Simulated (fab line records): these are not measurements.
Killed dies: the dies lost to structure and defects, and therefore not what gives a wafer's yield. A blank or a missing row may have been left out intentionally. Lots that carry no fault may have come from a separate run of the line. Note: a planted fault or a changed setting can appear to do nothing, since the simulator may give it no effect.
fab line records + flow sky130
record:
- lots: 6
- wafers: 18
- last_day: 50
route steps=708 shown METAL3@567 VIA3@573 PAD_OPEN@708
lots that met no fault: taken from a fault-free run of the same line
start_h: hours from the record's opening day to when the first of the lot's shown wafers began + wait_h: hours since the lot's step before + " same as the row above + L1.1+2: one row covering several wafers at once + - either no value or no given start + * or withheld: withheld + < > ~ a bound
route shown NAME@n: a module of which the file shows steps, and the number in the route of the first + usual: mean/standard deviation of fault-free wafers + same: alike in all rows + chamber/n: place in a boat + sites: the reading at each site + _std_site: the standard deviation of these + _edge_site: mean of outer sites minus mean of inner sites + radius_mm: how far each site lies from the wafer's centre + mask NAME#n: copy n + behind: the last tool/chamber to shape the wafer + hold: cause of the lot's hold/its duration in hours/its outcome + device: the transistor (n, p or np) that didn't switch + end of line: the same wafers' tests at the end of the route + where a step has no rows: the recipe by itself + killed: the dies lost at the first sort to structure and to defects; this is not the yield of the wafer + map: a wafer's dies, marking killed ones x, the rest . and places with no die _
set.NAME: the setting the step ran with; set.NAME@STEP: the setting that earlier step ran with + model.NAME: the simulator's own value behind a step, which no gauge read
a table for each step, a row for each wafer; lots at some steps of the route
services: from which hour (start_h, from the record's first day; less than 0 if before it) a tool's chamber was out of use, for how many hours, and why
== steps ==
step: SKY_METAL3_ETCH_17
recipe:
- target: SiO2
- stop_on: TiN
- chemistry: C4F8/O2/Ar
- source_w: 1500
- bias_w: 1200
- pressure_mtorr: 40
- c4f8_flow_sccm: withheld
- O2_flow_sccm: 6
- Ar_flow_sccm: 300
- time_s: 3.9
- target_depth_a: 150
usual:
- oes_product_au: 0.753/0.0075
- rf_fwd_power_W: 1466/6.4
| lot.wafer | tool        | chamber | start_h | wait_h | oes_product_au | rf_fwd_power_W | rf_hours_counter_h |
|-----------|-------------|---------|---------|--------|----------------|----------------|--------------------|
| L140.1    | rie_diel-04 | 1       | 955.24  | 0.2    | 0.760          | 1462           | 9                  |
| L140.2    | "           | 2       | "       | "      | 0.743          | 1468           | 24                 |
| L140.6    | "           | 1       | "       | "      | 0.749          | 1461           | -                  |
| L142.2    | rie_diel-03 | 1       | 959.39  | 0.1    | 0.746          | 1468           | 6                  |
| L142.3    | "           | 2       | "       | "      | 0.747          | 1464           | 4                  |
| L142.6    | "           | 2       | "       | "      | 0.759          | 1459           | -                  |
| L143.3    | rie_diel-04 | 1       | 982.37  | 0.0    | 0.756          | 1464           | 10                 |
| L143.5    | "           | 1       | "       | "      | 0.763          | 1462           | -                  |
| L143.6    | "           | 2       | "       | "      | 0.758          | 1463           | -                  |
| L146.1    | rie_diel-03 | 3       | 998.42  | 0.1    | 0.759          | 1471           | 8                  |
| L146.3    | "           | 1       | "       | "      | 0.751          | 1473           | 7                  |
| L146.5    | "           | 2       | "       | "      | 0.767          | 1459           | -                  |
| L150.2    | rie_diel-03 | 3       | 1017.76 | 0.1    | 0.760          | 1470           | 8                  |
| L150.3    | "           | 0       | "       | "      | 0.747          | 1465           | 17                 |
| L150.5    | "           | 0       | "       | "      | 0.760          | 1466           | -                  |
| L155.1    | rie_diel-01 | 0       | 1044.86 | 0.1    | 0.737          | 1479           | 21                 |
| L155.5    | "           | 1       | "       | "      | 0.754          | 1465           | -                  |
| L155.6    | "           | 2       | "       | "      | 0.758          | 1462           | -                  |
step: SKY_METAL3_METAL_ETCH_18
recipe:
- target_depth_a: 8450
- stop_on: SiO2
- over_etch_frac: 0.3
- time_s: 183.1
- chemistry: Cl2/BCl3
- resist_sidewall_deg: 88
- pressure_mtorr: 10
- icp_w: 900
- bias_w: 48.5
- Cl2_flow_sccm: 60
- bcl3_flow_sccm: 30
usual:
- drypump_motor_current_A: 5.8/0.54
- he_backside_leak_sccm: 3.45/0.18
- oes_product_au: 0.867/0.0065
- rf_fwd_power_W: 897/3.1
- throttle_valve_pct: 22.264/0.0085
| lot.wafer | tool         | chamber | start_h | wait_h | drypump_motor_current_A | he_backside_leak_sccm | oes_product_au | rf_fwd_power_W | rf_hours_counter_h | throttle_valve_pct |
|-----------|--------------|---------|---------|--------|-------------------------|-----------------------|----------------|----------------|--------------------|--------------------|
| L140.1    | rie_metal-01 | 1       | 955.26  | 0.0    | 5.0                     | 3.06                  | 0.869          | 897            | 7                  | 22.281             |
| L140.2    | "            | 0       | "       | "      | 6.3                     | 3.86                  | 0.876          | 893            | 9                  | 22.255             |
| L140.6    | "            | 0       | "       | "      | 6.3                     | 3.68                  | 0.879          | 896            | -                  | 22.247             |
| L142.2    | rie_metal-04 | 1       | 959.41  | 0.0    | 5.9                     | 3.50                  | 0.864          | 892            | 12                 | 22.253             |
| L142.3    | "            | 0       | "       | "      | 6.2                     | 3.62                  | 0.863          | 903            | -                  | 22.271             |
| L142.6    | "            | 1       | "       | "      | 6.0                     | 3.52                  | 0.858          | 897            | -                  | 22.264             |
| L143.3    | rie_metal-04 | 0       | 982.44  | 0.1    | 6.2                     | 3.38                  | 0.861          | 899            | -                  | 22.275             |
| L143.5    | "            | 1       | "       | "      | 5.9                     | 3.49                  | 0.876          | 893            | -                  | 22.251             |
| L143.6    | "            | 0       | "       | "      | 6.2                     | 3.47                  | 0.871          | 898            | -                  | 22.264             |
| L146.1    | rie_metal-01 | 1       | 998.44  | 0.0    | 5.0                     | 2.94                  | 0.873          | 901            | 10                 | 22.255             |
| L146.3    | "            | 0       | "       | "      | 6.3                     | 3.54                  | 0.877          | 893            | -                  | 22.252             |
| L146.5    | "            | 1       | "       | "      | 5.0                     | 3.00                  | 0.867          | 902            | -                  | 22.259             |
| L150.2    | rie_metal-04 | 1       | 1017.78 | 0.0    | 5.9                     | 3.57                  | 0.861          | 895            | 16                 | 22.269             |
| L150.3    | "            | 1       | "       | "      | 5.9                     | 3.64                  | 0.866          | 897            | -                  | 22.275             |
| L150.5    | "            | 0       | "       | "      | 6.2                     | 3.62                  | 0.874          | 898            | -                  | 22.274             |
| L155.1    | rie_metal-02 | 1       | 1044.88 | 0.0    | 5.4                     | 3.40                  | 0.861          | 896            | 17                 | 22.265             |
| L155.5    | "            | 0       | "       | "      | 6.3                     | 3.58                  | 0.867          | 896            | -                  | 22.278             |
| L155.6    | "            | 1       | "       | "      | 5.4                     | 3.39                  | 0.876          | 896            | -                  | 22.271             |
step: SKY_METAL3_STRIP_19
recipe:
- chemistry: O2/N2
- power_w: 1400
- pressure_mtorr: 1500
- platen_temp_c: withheld
- o2_flow_sccm: 3000
- n2_flow_sccm: 300
- overash_fraction: 0.5
usual:
- drypump_motor_current_A: 5.6/0.38
- oes_product_au: 0.503/0.0057
- strip_time_to_endpoint_s: 6.55/0.091
| lot.wafer | tool            | chamber | start_h | wait_h | drypump_motor_current_A | oes_product_au | rf_hours_counter_h | strip_time_to_endpoint_s |
|-----------|-----------------|---------|---------|--------|-------------------------|----------------|--------------------|--------------------------|
| L140.1    | plasma_asher-01 | 0       | 955.43  | 0.1    | 5.2                     | 0.509          | 49                 | 6.70                     |
| L140.2    | "               | 1       | "       | "      | 5.5                     | 0.516          | 49                 | 6.72                     |
| L140.6    | "               | 1       | "       | "      | 5.5                     | 0.506          | -                  | 6.61                     |
| L142.2    | plasma_asher-01 | 1       | 959.58  | 0.1    | 5.5                     | 0.496          | 50                 | 6.53                     |
| L142.3    | "               | 0       | "       | "      | 5.2                     | 0.491          | -                  | 6.31                     |
| L142.6    | "               | 0       | "       | "      | 5.2                     | 0.507          | -                  | 6.45                     |
| L143.3    | plasma_asher-01 | 0       | 982.60  | 0.1    | 5.2                     | 0.494          | -                  | 6.39                     |
| L143.5    | "               | 1       | "       | "      | 5.5                     | 0.498          | -                  | 6.50                     |
| L143.6    | "               | 0       | "       | "      | 5.2                     | 0.499          | -                  | 6.40                     |
| L146.1    | plasma_asher-02 | 1       | 998.61  | 0.1    | 5.8                     | 0.506          | 85                 | 6.70                     |
| L146.3    | "               | 0       | "       | "      | 6.3                     | 0.506          | -                  | 6.59                     |
| L146.5    | "               | 0       | "       | "      | 6.3                     | 0.518          | -                  | 6.73                     |
| L150.2    | plasma_asher-03 | 0       | 1017.95 | 0.1    | 5.8                     | 0.499          | 27                 | 6.51                     |
| L150.3    | "               | 0       | "       | "      | 5.9                     | 0.497          | -                  | 6.49                     |
| L150.5    | "               | 0       | "       | "      | 5.9                     | 0.500          | -                  | 6.39                     |
| L155.1    | plasma_asher-01 | 0       | 1045.05 | 0.1    | 5.2                     | 0.499          | 58                 | 6.48                     |
| L155.5    | "               | 1       | "       | "      | 5.5                     | 0.495          | -                  | 6.45                     |
| L155.6    | "               | 0       | "       | "      | 5.2                     | 0.497          | -                  | 6.52                     |
step: SKY_METAL3_STRIP_20
recipe:
- chemistry: post_etch_residue_remover
- time_s: 1200
- temp_c: 72.5
step: SKY_METAL3_CLEAN_21
recipe:
- chemistry: IPA
- time_s: 180
- temp_c: 25
step: SKY_METAL3_CLEAN_22
recipe:
- chemistry: O3/DIW
- dry: n2_spin
step: SKY_VIA3_HDPCVD_00
recipe:
- material: SiO2
- target_thk_nm: 1635
- sigma_open_frac: 0.3
- time_s: 272.5
- temp_c: 400
- sih4_flow_sccm: 60
- pressure_mtorr: 6
step: SKY_VIA3_THK_MEAS_01
recipe:
- reads: SiO2_of_VIA3_HDPCVD_00
usual:
- VIA3_HDPCVD_THK: 1646/21
| lot.wafer | tool          | chamber | start_h | wait_h | VIA3_HDPCVD_THK[nm] |
|-----------|---------------|---------|---------|--------|---------------------|
| L140.1    | film_metro-04 | -       | 956.22  | 0.1    | 1681                |
| L140.2    | "             | -       | "       | "      | 1637                |
| L140.6    | "             | -       | "       | "      | 1632                |
| L142.2    | film_metro-04 | -       | 960.36  | 0.1    | 1638                |
| L142.3    | "             | -       | "       | "      | 1681                |
| L142.6    | "             | -       | "       | "      | 1638                |
| L143.3    | film_metro-04 | -       | 983.34  | 0.1    | 1644                |
| L143.5    | "             | -       | "       | "      | 1634                |
| L143.6    | "             | -       | "       | "      | 1680                |
| L146.1    | film_metro-01 | -       | 999.37  | 0.1    | 1640                |
| L146.3    | "             | -       | "       | "      | 1625                |
| L146.5    | "             | -       | "       | "      | 1620                |
| L150.2    | film_metro-01 | -       | 1018.73 | 0.1    | 1644                |
| L150.3    | "             | -       | "       | "      | 1638                |
| L150.5    | "             | -       | "       | "      | 1624                |
| L155.1    | film_metro-01 | -       | 1045.82 | 0.1    | 1629                |
| L155.5    | "             | -       | "       | "      | 1640                |
| L155.6    | "             | -       | "       | "      | 1627                |
step: SKY_VIA3_CMP_02
recipe:
- material: SiO2
- down_force_psi: 4
- platen_rpm: 60
- pad_velocity_m_s: 0.94248
usual:
- motor_current_A: 12.7/1.4
| lot.wafer | tool   | chamber | start_h | wait_h | motor_current_A |
|-----------|--------|---------|---------|--------|-----------------|
| L140.2    | cmp-02 | 2       | 956.28  | 0.0    | 12.2            |
| L140.1    | "      | 1       | "       | "      | 11.2            |
| L140.6    | "      | 2       | "       | "      | 12.1            |
| L142.3    | cmp-01 | 1       | 960.41  | 0.0    | 11.4            |
| L142.2    | "      | 2       | "       | "      | 15.4            |
| L142.6    | "      | 1       | "       | "      | 11.6            |
| L143.3    | cmp-02 | 3       | 983.43  | 0.1    | 14.5            |
| L143.6    | "      | 2       | "       | "      | 11.6            |
| L143.5    | "      | 3       | "       | "      | 13.6            |
| L146.1    | cmp-01 | 3       | 999.49  | 0.1    | 12.8            |
| L146.3    | "      | 0       | "       | "      | 11.5            |
| L146.5    | "      | 3       | "       | "      | 13.7            |
| L150.2    | cmp-02 | 1       | 1018.78 | 0.0    | 11.5            |
| L150.3    | "      | 0       | "       | "      | 12.5            |
| L150.5    | "      | 2       | "       | "      | 12.3            |
| L155.1    | cmp-02 | 1       | 1045.93 | 0.1    | 11.3            |
| L155.6    | "      | 0       | "       | "      | 12.0            |
| L155.5    | "      | 1       | "       | "      | 11.8            |
step: SKY_VIA3_BOW_MEAS_03
recipe:
- mode: bow
usual:
- VIA3_BOW: 78/7.5
| lot.wafer | tool          | chamber | start_h | wait_h | VIA3_BOW[um] |
|-----------|---------------|---------|---------|--------|--------------|
| L140.1    | film_metro-01 | -       | 956.58  | 0.1    | 75           |
| L140.2    | "             | -       | "       | "      | 73           |
| L140.6    | "             | -       | "       | "      | 66           |
| L142.2    | film_metro-04 | -       | 960.73  | 0.2    | 69           |
| L142.3    | "             | -       | "       | "      | 79           |
| L142.6    | "             | -       | "       | "      | 73           |
| L143.3    | film_metro-01 | -       | 983.72  | 0.2    | 78           |
| L143.5    | "             | -       | "       | "      | 76           |
| L143.6    | "             | -       | "       | "      | 77           |
| L146.1    | film_metro-04 | -       | 999.76  | 0.2    | 79           |
| L146.3    | "             | -       | "       | "      | 81           |
| L146.5    | "             | -       | "       | "      | 87           |
| L150.2    | film_metro-04 | -       | 1019.10 | 0.3    | 80           |
| L150.3    | "             | -       | "       | "      | 69           |
| L150.5    | "             | -       | "       | "      | 67           |
| L155.1    | film_metro-03 | -       | 1046.18 | 0.2    | 72           |
| L155.5    | "             | -       | "       | "      | 82           |
| L155.6    | "             | -       | "       | "      | 75           |
step: SKY_VIA3_DEHYDRATE_04
recipe:
- temp_c: 200
- time_s: 60
step: SKY_VIA3_HMDS_05
recipe:
- prime_time_s: 60
- prime_temp_c: 120
step: SKY_VIA3_COAT_06
recipe:
- resist: BARC
- temp_c: withheld
- time_s: withheld
- spin_rpm: 3000
- resist_thk_nm: 60
usual:
- dispense_pressure_kPa: 48.1/1.2
- exhaust_pa: 44.8/0.94
- spin_speed_rpm: 2999.8/2.2
| lot.wafer | tool           | chamber | start_h | wait_h | dispense_pressure_kPa | exhaust_pa | spin_speed_rpm |
|-----------|----------------|---------|---------|--------|-----------------------|------------|----------------|
| L140.1    | litho_track-02 | 0       | 968.28  | 0.1    | 48.2                  | 44.7       | 2999.6         |
| L140.2    | "              | 0       | "       | "      | 48.2                  | 46.0       | 2996.5         |
| L140.6    | "              | 0       | "       | "      | 48.3                  | 44.6       | 2998.9         |
| L142.2    | litho_track-02 | 0       | 972.16  | 0.1    | 48.2                  | 45.7       | 2999.5         |
| L142.3    | "              | 0       | "       | "      | 48.2                  | 45.8       | 2998.4         |
| L142.6    | "              | 0       | "       | "      | 48.2                  | 45.2       | 3003.8         |
| L143.3    | litho_track-02 | 0       | 994.93  | 0.1    | 48.2                  | 44.6       | 3000.9         |
| L143.5    | "              | 0       | "       | "      | 48.2                  | 46.2       | 2998.4         |
| L143.6    | "              | 0       | "       | "      | 48.3                  | 46.1       | 2998.3         |
| L146.1    | litho_track-01 | 0       | 1010.97 | 0.1    | 49.0                  | 44.1       | 2997.6         |
| L146.3    | "              | 0       | "       | "      | 48.9                  | 43.8       | 3000.0         |
| L146.5    | "              | 0       | "       | "      | 48.9                  | 46.8       | 2998.6         |
| L150.2    | litho_track-03 | 0       | 1030.35 | 0.1    | 45.6                  | 43.6       | 3001.1         |
| L150.3    | "              | 0       | "       | "      | 45.6                  | 44.1       | 3000.0         |
| L150.5    | "              | 0       | "       | "      | 45.6                  | 44.6       | 3001.4         |
| L155.1    | litho_track-03 | 0       | 1056.92 | 0.1    | 45.6                  | 44.6       | 2997.5         |
| L155.5    | "              | 0       | "       | "      | 45.7                  | 45.3       | 3002.9         |
| L155.6    | "              | 0       | "       | "      | 45.6                  | 43.9       | 2998.6         |
step: SKY_VIA3_COAT_07
recipe:
- resist: KrF-thick
- spin_rpm: 3000
- resist_thk_nm: 450
step: SKY_VIA3_SOFTBAKE_08
recipe:
- temp_c: 100
- time_s: 90
- resist: KrF-thick
step: SKY_VIA3_EXPOSE_09
recipe:
- mask_id: VIM3
- na: 0.8
- source_shape: annular
- sigma_inner: 0.55
- sigma_outer: 0.85
- target_cd_nm: 200
- dose_mj: 38
step: SKY_VIA3_PEB_10
recipe:
- peb_temp_c: withheld
- peb_time_s: withheld
- resist: KrF-thick
step: SKY_VIA3_DEVELOP_11
recipe:
- develop_time_s: 60
- resist: KrF-thick
- dev_temp_c: 21
step: SKY_VIA3_CD_MEAS_12
recipe:
- target_cd_nm: 200
usual:
- cd_nm: 199.5/1.5
| lot.wafer | tool      | chamber | start_h | wait_h | cd_nm |
|-----------|-----------|---------|---------|--------|-------|
| L140.1    | cd_sem-02 | -       | 980.62  | -      | 202.0 |
| L140.2    | "         | -       | "       | "      | 201.9 |
| L140.6    | "         | -       | "       | "      | 201.5 |
| L142.2    | cd_sem-02 | -       | 984.74  | -      | 200.1 |
| L142.3    | "         | -       | "       | "      | 199.8 |
| L142.6    | "         | -       | "       | "      | 199.1 |
| L143.3    | cd_sem-02 | -       | 1007.41 | -      | 196.9 |
| L143.5    | "         | -       | "       | "      | 197.9 |
| L143.6    | "         | -       | "       | "      | 197.6 |
| L146.1    | cd_sem-02 | -       | 1022.73 | -      | 200.5 |
| L146.3    | "         | -       | "       | "      | 200.5 |
| L146.5    | "         | -       | "       | "      | 200.3 |
| L150.2    | cd_sem-02 | -       | 1042.06 | -      | 198.6 |
| L150.3    | "         | -       | "       | "      | 199.3 |
| L150.5    | "         | -       | "       | "      | 200.2 |
| L155.1    | cd_sem-01 | -       | 1067.43 | -      | 199.8 |
| L155.5    | "         | -       | "       | "      | 200.9 |
| L155.6    | "         | -       | "       | "      | 201.0 |
step: SKY_VIA3_OVL_MEAS_13
usual:
- VIA3_OVL: -1/4.8
| lot.wafer | tool       | chamber | start_h | wait_h | VIA3_OVL[nm] |
|-----------|------------|---------|---------|--------|--------------|
| L140.1    | overlay-01 | -       | 980.74  | 0.1    | 4            |
| L140.2    | "          | -       | "       | "      | 3            |
| L140.6    | "          | -       | "       | "      | -2           |
| L142.2    | overlay-02 | -       | 984.85  | 0.1    | 0            |
| L142.3    | "          | -       | "       | "      | -1           |
| L142.6    | "          | -       | "       | "      | -6           |
| L143.3    | overlay-02 | -       | 1007.50 | 0.1    | 2            |
| L143.5    | "          | -       | "       | "      | 1            |
| L143.6    | "          | -       | "       | "      | 2            |
| L146.1    | overlay-02 | -       | 1022.85 | 0.1    | -2           |
| L146.3    | "          | -       | "       | "      | -8           |
| L146.5    | "          | -       | "       | "      | 3            |
| L150.2    | overlay-01 | -       | 1042.17 | 0.1    | -7           |
| L150.3    | "          | -       | "       | "      | -4           |
| L150.5    | "          | -       | "       | "      | -3           |
| L155.1    | overlay-01 | -       | 1067.55 | 0.1    | 4            |
| L155.5    | "          | -       | "       | "      | -3           |
| L155.6    | "          | -       | "       | "      | 4            |
step: SKY_VIA3_ETCH_14
recipe:
- chemistry: N2/H2
- target: BARC
- ion_energy_ev: 200
- source_w: 500
- bias_w: 100
- pressure_mtorr: 30
- n2_flow_sccm: 100
- h2_flow_sccm: 200
- stop_on: SiO2
- time_s: 45.9
- target_depth_a: 600
usual:
- drypump_motor_current_A: 5.5/0.39
- oes_product_au: 0.854/0.005
- rf_fwd_power_W: 494.5/1.9
- throttle_valve_pct: 13.226/0.0085
| lot.wafer | tool        | chamber | start_h | wait_h | drypump_motor_current_A | oes_product_au | rf_fwd_power_W | rf_hours_counter_h | throttle_valve_pct | model.etch.depth_nm |
|-----------|-------------|---------|---------|--------|-------------------------|----------------|----------------|--------------------|--------------------|---------------------|
| L140.1    | rie_diel-04 | 1       | 980.78  | 0.0    | 6.2                     | 0.848          | 494.7          | 10                 | 13.228             | 59.71               |
| L140.2    | "           | 0       | "       | "      | 5.1                     | 0.852          | 494.7          | 11                 | 13.228             | 59.88               |
| L140.6    | "           | 3       | "       | "      | 5.1                     | 0.850          | 491.8          | -                  | 13.230             | 59.83               |
| L142.2    | rie_diel-01 | 2       | 984.88  | 0.0    | 5.8                     | 0.847          | 494.6          | 15                 | 13.225             | 58.9                |
| L142.3    | "           | 1       | "       | "      | 5.5                     | 0.846          | 496.2          | 18                 | 13.238             | 58.73               |
| L142.6    | "           | 1       | "       | "      | 5.5                     | 0.844          | 494.6          | -                  | 13.217             | 58.76               |
| L143.3    | rie_diel-04 | 2       | 1007.53 | 0.0    | 5.2                     | 0.840          | 495.1          | 25                 | 13.230             | 58.59               |
| L143.5    | "           | 1       | "       | "      | 6.2                     | 0.843          | 494.8          | -                  | 13.233             | 58.7                |
| L143.6    | "           | 0       | "       | "      | 5.1                     | 0.841          | 494.3          | -                  | 13.217             | 58.85               |
| L146.1    | rie_diel-02 | 1       | 1022.89 | 0.0    | 5.8                     | 0.852          | 490.9          | 12                 | 13.226             | 59.82               |
| L146.3    | "           | 2       | "       | "      | 6.2                     | 0.850          | 492.7          | 8                  | 13.237             | 59.84               |
| L146.5    | "           | 2       | "       | "      | 6.2                     | 0.855          | 495.8          | -                  | 13.228             | 59.87               |
| L150.2    | rie_diel-02 | 0       | 1042.20 | 0.0    | 5.7                     | 0.855          | 495.2          | 6                  | 13.236             | 59.78               |
| L150.3    | "           | 1       | "       | "      | 5.8                     | 0.853          | 491.6          | 13                 | 13.222             | 59.59               |
| L150.5    | "           | 3       | "       | "      | 5.3                     | 0.844          | 496.1          | -                  | 13.240             | 59.69               |
| L155.1    | rie_diel-01 | 0       | 1067.59 | 0.0    | 5.0                     | 0.856          | 493.7          | 22                 | 13.212             | 59.94               |
| L155.5    | "           | 0       | "       | "      | 5.0                     | 0.850          | 494.3          | -                  | 13.226             | 59.92               |
| L155.6    | "           | 3       | "       | "      | 5.5                     | 0.846          | 495.5          | -                  | 13.225             | 60                  |
step: SKY_VIA3_ETCH_15
recipe:
- target: SiO2
- chemistry: C4F8/O2/Ar
- target_depth_nm: 507
- stop_on: TiN
- mask_material: KrF-thick
- source_w: 1500
- bias_w: 1200
- pressure_mtorr: 40
- c4f8_flow_sccm: withheld
- O2_flow_sccm: 6
- Ar_flow_sccm: 300
- time_s: 78
usual:
- oes_product_au: 0.945/0.0049
- rf_fwd_power_W: 1488/5.4
| lot.wafer | tool        | chamber | start_h | wait_h | oes_product_au | rf_fwd_power_W | rf_hours_counter_h |
|-----------|-------------|---------|---------|--------|----------------|----------------|--------------------|
| L140.1    | rie_diel-04 | 1       | 980.82  | 0.0    | 0.939          | 1485           | 10                 |
| L140.2    | "           | 0       | "       | "      | 0.952          | 1490           | 11                 |
| L140.6    | "           | 3       | "       | "      | 0.942          | 1478           | -                  |
| L142.2    | rie_diel-01 | 2       | 984.92  | 0.0    | 0.946          | 1485           | 15                 |
| L142.3    | "           | 1       | "       | "      | 0.944          | 1494           | 18                 |
| L142.6    | "           | 1       | "       | "      | 0.949          | 1488           | -                  |
| L143.3    | rie_diel-04 | 2       | 1007.57 | 0.0    | 0.940          | 1483           | 25                 |
| L143.5    | "           | 1       | "       | "      | 0.952          | 1480           | -                  |
| L143.6    | "           | 0       | "       | "      | 0.938          | 1494           | -                  |
| L146.1    | rie_diel-02 | 1       | 1022.93 | 0.0    | 0.945          | 1478           | 12                 |
| L146.3    | "           | 2       | "       | "      | 0.941          | 1483           | 8                  |
| L146.5    | "           | 2       | "       | "      | 0.945          | 1486           | -                  |
| L150.2    | rie_diel-02 | 0       | 1042.24 | 0.0    | 0.945          | 1490           | 6                  |
| L150.3    | "           | 1       | "       | "      | 0.943          | 1480           | 13                 |
| L150.5    | "           | 3       | "       | "      | 0.945          | 1495           | -                  |
| L155.1    | rie_diel-01 | 0       | 1067.63 | 0.0    | 0.951          | 1492           | 22                 |
| L155.5    | "           | 0       | "       | "      | 0.947          | 1498           | -                  |
| L155.6    | "           | 3       | "       | "      | 0.949          | 1485           | -                  |
step: SKY_PAD_OPEN_PROBE_99
usual:
- defect_limited_yield: 82.2/1.8
- killed_at_M0_to_M3: 43/6.6
- killed_at_M4_up: 3.2/1.9
- killed_at_contacts: 25/5.3
- killed_at_front_end: 16/4.5
- killed_at_other: 0.3/0.63
- killed_dies: 87/8.9
- killed_on_rim: 17/3.7
- killed_open: 48/7.9
- killed_short: 39/5.3
- sort_bin_3_pad_short: 0.8/0.38
- sort_bin_5_function: 10.5/1.5
- sort_bin_6_memory: 6.4/1.2
- sort_n_pass: 405/8.9
- sort_yield_pct: 82.2/1.8
same:
- gross_dies: 492
- killed_at_back_side: 0
- sort_bin_4_leakage[%]: 0
- sort_bin_8_speed[%]: 0
| lot.wafer | tool      | chamber | start_h | wait_h | defect_limited_yield[%] | killed_at_M0_to_M3 | killed_at_M4_up | killed_at_contacts | killed_at_front_end | killed_at_other | killed_dies | killed_on_rim | killed_open | killed_short | sort_bin_3_pad_short[%] | sort_bin_5_function[%] | sort_bin_6_memory[%] | sort_n_pass | sort_yield_pct[%] |
|-----------|-----------|---------|---------|--------|-------------------------|--------------------|-----------------|--------------------|---------------------|-----------------|-------------|---------------|-------------|--------------|-------------------------|------------------------|----------------------|-------------|-------------------|
| L143.3    | prober-02 | -       | 1139.60 | 0.2    | 82.9                    | 48                 | 2               | 22                 | 12                  | 0               | 84          | 17            | 43          | 41           | 0.8                     | 9.1                    | 7.1                  | 408         | 82.9              |
| L143.5    | prober-02 | -       | 1139.70 | 0.2    | 84.6                    | 37                 | 2               | 27                 | 10                  | 0               | 76          | 13            | 43          | 33           | 0.6                     | 7.3                    | 7.5                  | 416         | 84.6              |
| L143.6    | prober-02 | -       | 1139.75 | 0.2    | 80.5                    | 44                 | 5               | 34                 | 13                  | 0               | 96          | 14            | 63          | 33           | 1.4                     | 12.0                   | 6.1                  | 396         | 80.5              |
killed by level:class
L143.3 VIA1:geometric_particle:open=15 CONTACT:geometric_particle:short=8 METAL2:geometric_particle:short=7 METAL1:geometric_particle:short=6 CONTACT:geometric_particle:open=5 VIA2:geometric_particle:open=5 VIA1:geometric_particle:short=4 LI_CONTACT:geometric_particle:open=4
L143.5 CONTACT:geometric_particle:open=9 VIA1:geometric_particle:open=9 VIA3:geometric_particle:open=7 LI_CONTACT:geometric_particle:open=6 VIA2:geometric_particle:open=5 LOCAL_INTERCONNECT:geometric_particle:short=4 METAL1:geometric_particle:short=4 METAL2:geometric_particle:short=4
L143.6 VIA2:geometric_particle:open=12 VIA1:geometric_particle:open=10 CONTACT:geometric_particle:open=10 VIA3:geometric_particle:open=10 LI_CONTACT:geometric_particle:open=8 LOCAL_INTERCONNECT:geometric_particle:short=8 METAL1:geometric_particle:short=5 POLY_GATE:geometric_particle:open=4
== services ==
| tool            | chamber | start_h | hours | kind           |
|-----------------|---------|---------|-------|----------------|
| plasma_asher-01 | -       | 936.81  | 3.9   | repair         |
| rie_diel-01     | 2       | 937.72  | 11.0  | repair         |
| rie_metal-02    | 0       | 937.93  | -     | clean          |
| rie_metal-02    | 0       | 937.93  | 24.1  | scheduled_down |
| rie_metal-02    | 0       | 937.93  | 24.1  | vent_cycle     |
| cmp-02          | -       | 940.39  | 0.5   | repair         |
| rie_diel-03     | -       | 964.78  | 6.4   | repair         |
| rie_diel-02     | 0       | 1003.12 | 4.2   | repair         |
| rie_diel-01     | 1       | 1006.71 | 16.7  | repair         |
| rie_diel-02     | 1       | 1026.52 | 6.1   | repair         |
| plasma_asher-03 | -       | 1028.78 | 4.5   | repair         |
| rie_diel-01     | -       | 1030.96 | 0.5   | repair         |
| plasma_asher-03 | -       | 1038.83 | 15.1  | pm             |
| rie_diel-03     | -       | 1040.27 | 28.1  | pm             |
| rie_diel-04     | 0       | 1050.46 | 19.6  | repair         |
| cmp-01          | -       | 1052.79 | 0.2   | repair         |
| rie_diel-04     | -       | 1053.70 | 0.2   | repair         |
| plasma_asher-03 | -       | 1067.37 | 1.9   | repair         |
== key ==
first_sign none at tools or gauges
model_effect:
- step: SKY_VIA3_ETCH_14
- value: etch.depth_nm
- without: 59.9
- struck: 58.76
met_at SKY_VIA3_COAT_06
struck_wafers L142.2,L142.3,L142.6,L143.3,L143.5,L143.6
onset_between 968.28 972.16
fault:
- kind: process_parameter_drift
- tool: litho_track-02
- chamber: -
- onset_h: 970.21
- steps: SKY_VIA3_COAT_06
- channel: resist_thk_nm
- offset: -1.1488
- shape: step
- end_h: 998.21
- acts_in: these_recipes_only
- stated: 60
